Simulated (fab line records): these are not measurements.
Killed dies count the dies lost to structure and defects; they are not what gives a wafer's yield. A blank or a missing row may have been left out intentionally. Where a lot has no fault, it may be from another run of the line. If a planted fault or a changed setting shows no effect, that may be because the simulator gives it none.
A lot that was struck, set against a sound lot -- flow gf180mcu -- 14 steps out of a route of 602
Sound: wafers L858.2, L858.3, L858.4. Wafers struck: L849.1, L849.5, L849.6. The cause is named last.
At each step with rows: each side's tool, then ch and its chambers, then its first start. Under that, the readings that differ: sound wafers -- struck wafers -- difference of the means -- sigmas: that difference in standard deviations of wafers without a fault.
alike: readings with means less than 2 such deviations apart, plus words and numbers identical on both sides. not compared: withheld readings, readings lacking a value on some wafer, bounds such as >300 that could conceal the same value, and numbers that have no deviation in the record and whose values overlap.
The two part at a step that has a row with sigmas, a row that says differs or no value, or rows on one side only. Non-overlapping numbers with no deviation appear without sigmas and do not part them. Lack of a reading on every wafer of one side parts them only where that side has two or more wafers.

GF_NSD_STRIP_11: strips in O2/N2.
  sound on plasma_asher-03 ch 0,1, day 19 14:32; struck on plasma_asher-04 ch 0,1, day 16 00:16
  alike: chamber_pressure_mTorr, drypump_motor_current_A, heater_power_w, o2_flow_sccm, oes_product_au, strip_time_to_endpoint_s
  not compared: rf_hours_counter_h
GF_NSD_TW_MEAS_12:
  sound: film_metro-02 at day 19 14:38; struck: film_metro-02 at day 16 00:22
  alike: NSD_TW
then, 7 steps without rows for these wafers: GF_PSD_DEHYDRATE_00 (time 60 s); GF_PSD_HMDS_01 (prime time 60 s); GF_PSD_COAT_02 (resist thk 1000 nm); GF_PSD_SOFTBAKE_03 (time 60 s); GF_PSD_EXPOSE_04 (exposes mask Pplus, target cd 400 nm); GF_PSD_PEB_05; GF_PSD_DEVELOP_06 (develop time 60 s).
GF_PSD_CD_MEAS_07 targets a cd of 400 nm.
  sound: cd_sem-02 at day 20 14:50; struck: cd_sem-01 at day 16 22:28
  alike: cd_nm
GF_PSD_OVL_MEAS_08:
  sound: overlay-02 at day 20 14:56; struck: overlay-02 at day 16 22:35
  alike: PSD_OVL
following that, these wafers have no rows for 1 step: GF_PSD_IMPLANT_09.
GF_PSD_STRIP_10: strips in O2/N2.
  sound on plasma_asher-04 ch 0,1, day 20 15:07; struck on plasma_asher-04 ch 0,1, day 16 22:46
  no value came back on the struck wafers for any of 6 readings (chamber_pressure_mTorr (mTorr), drypump_motor_current_A (A) and others); on the sound wafers chamber_pressure_mTorr (mTorr) reads 1501 1501 1498
reading,sound,struck,difference,sigmas
model.NOVOLAK_of_PSD_COAT_02.thk_nm (nm),0 0 0,1000 1001 1002,+1001,
  not compared: rf_hours_counter_h
GF_PSD_TW_MEAS_11:
  sound: film_metro-01 at day 20 15:14; struck: film_metro-01 at day 16 22:52
  alike: PSD_TW

WHERE THEY PART
GF_PSD_STRIP_10 only, going by this record. Later steps at which nothing parts them and some readings are alike: GF_PSD_TW_MEAS_11.

WHY: the cause the simulator had injected
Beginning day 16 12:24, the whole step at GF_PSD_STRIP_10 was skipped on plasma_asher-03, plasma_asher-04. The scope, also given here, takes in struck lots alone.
